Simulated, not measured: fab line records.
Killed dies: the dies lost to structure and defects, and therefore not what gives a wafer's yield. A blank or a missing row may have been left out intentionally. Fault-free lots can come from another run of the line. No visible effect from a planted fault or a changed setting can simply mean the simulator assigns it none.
Which tool was responsible? ; flow gf180mcu ; 18 wafers from 6 lots sampled at 3 of the route's 602 steps

== WHAT THE GAUGES SHOWED, per wafer ==
GF_SAB_THK_MEAS_01.
lot;measured;on;SAB_CVD_00_THK (nm)
L153;day 14 21:59;filmMetro-01;49.7 50.6 51.4
L154;day 15 07:35;filmMetro-01;49.8 51.3 51.2
L157;day 16 03:56;filmMetro-03;50.1 50.1 50.9
L162;day 18 02:29;filmMetro-02;102.6 101.8 103.6
L169;day 20 12:19;filmMetro-01;51.3 50.6 51.1
L173;day 22 07:22;filmMetro-02;49.4 50.0 49.9

== WHAT TOOL EACH LOT RAN ON (gives the tool, then ch and the chambers of the sampled wafers, and finally the start) ==
lot;GF_HV_LDD_STRIP_49;GF_SAB_CVD_00
L153;plasmaAsher-03 ch 0,1, day 12 22:34;pecvd-03 ch 0,1,2, day 14 21:58
L154;plasmaAsher-03 ch 0,1, day 13 07:52;pecvd-03 ch 0,1,2, day 15 07:34
L157;plasmaAsher-03 ch 0, day 14 04:05;pecvd-04 ch 1,2, day 16 03:55
L162;plasmaAsher-04 ch 0,1, day 15 23:43;pecvd-03 ch 0,1,2, day 18 02:12
L169;plasmaAsher-03 ch 0,1, day 18 06:49;pecvd-03 ch 0,1,2, day 20 12:16
L173;plasmaAsher-04 ch 0,1, day 20 04:07;pecvd-04 ch 1,2, day 22 07:21
- GF_HV_LDD_STRIP_49: strips in O2/N2.
- GF_SAB_CVD_00: deposits SiO2 from TEOS, target thk 50 nm, time 4.9302 s.

== THE ANSWER, worked out from the rows above alone ==
Rule: what is usual is taken from the lots themselves. The widest of any qualifying gaps counts: lots, ordered by their means at a reading, are off when they make up no more than a third of the lots, leave a main group of 4 or more, and stand apart from it by 3 or more times the standard deviation of that group's means. A main group is skipped when, at the precision printed for the reading in the tables above, its means are all equal. A lot without any number at a reading at which 4 lots or more have one is off too. Any other lot the step has rows for is counted as sound.
Off: L162, seen at GF_SAB_THK_MEAS_01 (SAB_CVD_00_THK). Mean 50.5 nm and standard deviation 0.42 in the main group.
A tool fits if, at a process step before that reading, it ran every lot that is off, and no sound lot after the first of them. Gauges at GF_SAB_THK_MEAS_01: tried the same way as those tools. Not one of the candidates tried fits.

== WHAT THE SIMULATOR HAD PUT IN ==
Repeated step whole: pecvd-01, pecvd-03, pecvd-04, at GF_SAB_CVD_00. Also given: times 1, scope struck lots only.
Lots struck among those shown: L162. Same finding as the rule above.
